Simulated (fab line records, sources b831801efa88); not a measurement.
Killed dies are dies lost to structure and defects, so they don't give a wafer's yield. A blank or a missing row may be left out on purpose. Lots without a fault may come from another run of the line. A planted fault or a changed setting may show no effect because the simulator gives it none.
Tool commonality check | flow gf180mcu | 12 lots, 36 wafers sampled

WHY IT WAS OPENED
At GF_PSD_RS_MEAS_14 the reading NSD_RS is flagged on 2 of 12 lots. Wafers without a fault read 46.20 ohm/sq, standard deviation 0.086.
Rule: a lot is flagged when every wafer of it that has a number lies more than 4 standard deviations from that mean, or none has a number. The other lots count as sound.

lot  | measured     | on            | NSD_RS (ohm/sq), wafer by wafer | flag
L772 | day 14 12:55 | film_metro-02 | 46.05 46.12 46.12               |
L773 | day 14 21:22 | film_metro-02 | 46.18 46.25 46.12               |
L774 | day 15 09:27 | film_metro-01 | 46.28 46.34 46.23               |
L775 | day 15 17:41 | film_metro-02 | 46.20 46.28 46.17               |
L778 | day 16 15:51 | film_metro-02 | 46.10 46.14 46.07               |
L779 | day 17 01:12 | film_metro-01 | 46.22 46.20 46.13               |
L781 | day 17 20:08 | film_metro-01 | 46.30 46.25 46.42               |
L788 | day 20 07:22 | film_metro-01 | 44.99 44.96 45.02               | FLAGGED
L789 | day 20 20:58 | film_metro-02 | 44.91 44.93 44.88               | FLAGGED
L790 | day 20 22:25 | film_metro-01 | 46.39 46.28 46.28               |
L791 | day 21 05:12 | film_metro-02 | 46.26 46.21 46.23               |
L793 | day 21 21:35 | film_metro-03 | 46.18 46.11 46.02               |
The numbers of the flagged lots are 44.95 ohm/sq on average: -1.25 ohm/sq against the usual, or -15 standard deviations.

WHICH TOOL RAN EACH LOT
The record holds 3 process steps before the reading, out of a route of 602 steps. In each cell: the tool, then ch and the chambers that the sampled wafers went through, then the start.
lot  | flag    | GF_HV_LDD_STRIP_10                   | GF_NSD_IMPLANT_09               | GF_NSD_STRIP_11
L772 |         | plasma_asher-03 ch 0,1, day 10 05:53 | implanter-03 ch 0, day 13 15:17 | plasma_asher-02 ch 0,1, day 13 15:32
L773 |         | plasma_asher-03 ch 0,1, day 10 13:58 | implanter-01 ch 0, day 13 23:26 | plasma_asher-01 ch 0,1, day 13 23:43
L774 |         | plasma_asher-04 ch 0,1, day 10 23:42 | implanter-01 ch 0, day 14 11:10 | plasma_asher-02 ch 0,1, day 14 11:28
L775 |         | plasma_asher-03 ch 0,1, day 11 06:41 | implanter-01 ch 0, day 14 19:31 | plasma_asher-03 ch 0,1, day 14 19:47
L778 |         | plasma_asher-03 ch 0, day 12 03:19   | implanter-03 ch 0, day 15 17:02 | plasma_asher-03 ch 0,1, day 15 17:19
L779 |         | plasma_asher-03 ch 0,1, day 12 11:43 | implanter-01 ch 0, day 16 02:01 | plasma_asher-02 ch 0,1, day 16 02:19
L781 |         | plasma_asher-04 ch 0,1, day 13 02:58 | implanter-03 ch 0, day 16 20:16 | plasma_asher-03 ch 0,1, day 16 20:34
L788 | FLAGGED | plasma_asher-02 ch 0,1, day 15 06:47 | implanter-03 ch 0, day 19 06:31 | plasma_asher-02 ch 0,1, day 19 06:47
L789 | FLAGGED | plasma_asher-03 ch 0, day 15 18:49   | implanter-03 ch 0, day 19 19:41 | plasma_asher-01 ch 0,1, day 19 19:58
L790 |         | plasma_asher-04 ch 0,1, day 15 19:47 | implanter-01 ch 0, day 19 20:56 | plasma_asher-02 ch 0,1, day 19 21:13
L791 |         | plasma_asher-03 ch 0,1, day 16 02:02 | implanter-02 ch 0, day 20 03:53 | plasma_asher-01 ch 0,1, day 20 04:10
L793 |         | plasma_asher-03 ch 0,1, day 16 16:44 | implanter-01 ch 0, day 20 21:26 | plasma_asher-03 ch 0,1, day 20 21:43
What these steps do:
- GF_HV_LDD_STRIP_10: strips in O2/N2.
- GF_NSD_IMPLANT_09
- GF_NSD_STRIP_11: strips in O2/N2.
- GF_PSD_RS_MEAS_14: measures by four-point-probe.

FLAGGED OVER TOTAL, TOOL BY TOOL (the gauges that took the reading come last)
step               | tool            | lots run | flagged | share of the flagged lots | sound lots run after its first flagged lot
GF_HV_LDD_STRIP_10 | plasma_asher-02 | 1        | 1       | some                      | 0
GF_HV_LDD_STRIP_10 | plasma_asher-03 | 8        | 1       | some                      | 2 (L791,L793)
GF_HV_LDD_STRIP_10 | plasma_asher-04 | 3        | 0       | none                      | -
GF_NSD_IMPLANT_09  | implanter-01    | 6        | 0       | none                      | -
GF_NSD_IMPLANT_09  | implanter-02    | 1        | 0       | none                      | -
GF_NSD_IMPLANT_09  | implanter-03    | 5        | 2       | all                       | 0
GF_NSD_STRIP_11    | plasma_asher-01 | 3        | 1       | some                      | 1 (L791)
GF_NSD_STRIP_11    | plasma_asher-02 | 5        | 1       | some                      | 1 (L790)
GF_NSD_STRIP_11    | plasma_asher-03 | 4        | 0       | none                      | -
GF_PSD_RS_MEAS_14  | film_metro-01   | 5        | 1       | some                      | 1 (L790)
GF_PSD_RS_MEAS_14  | film_metro-02   | 6        | 1       | some                      | 1 (L791)
GF_PSD_RS_MEAS_14  | film_metro-03   | 1        | 0       | none                      | -

WHAT THE TABLE ALLOWS
1 row of the table ran every flagged lot: implanter-03 at GF_NSD_IMPLANT_09.
- implanter-03 at GF_NSD_IMPLANT_09: 2 of its 5 lots flagged. Its last sound lot is L781 (day 16 20:16), its first flagged lot L788 (day 19 06:31): a fault that began between those two fits. Its own readings lie more than 4 standard deviations out on every wafer of the flagged lots: dose_ions_cm2.
One tool is left: implanter-03 at GF_NSD_IMPLANT_09.

WHAT THE SIMULATOR HAD PUT IN
Process parameter drift: implanter-03, from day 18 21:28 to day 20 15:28, at GF_NSD_IMPLANT_09. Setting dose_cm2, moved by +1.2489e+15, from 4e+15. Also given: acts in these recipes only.
Lots struck among those shown: L788, L789. The rule above found the same.
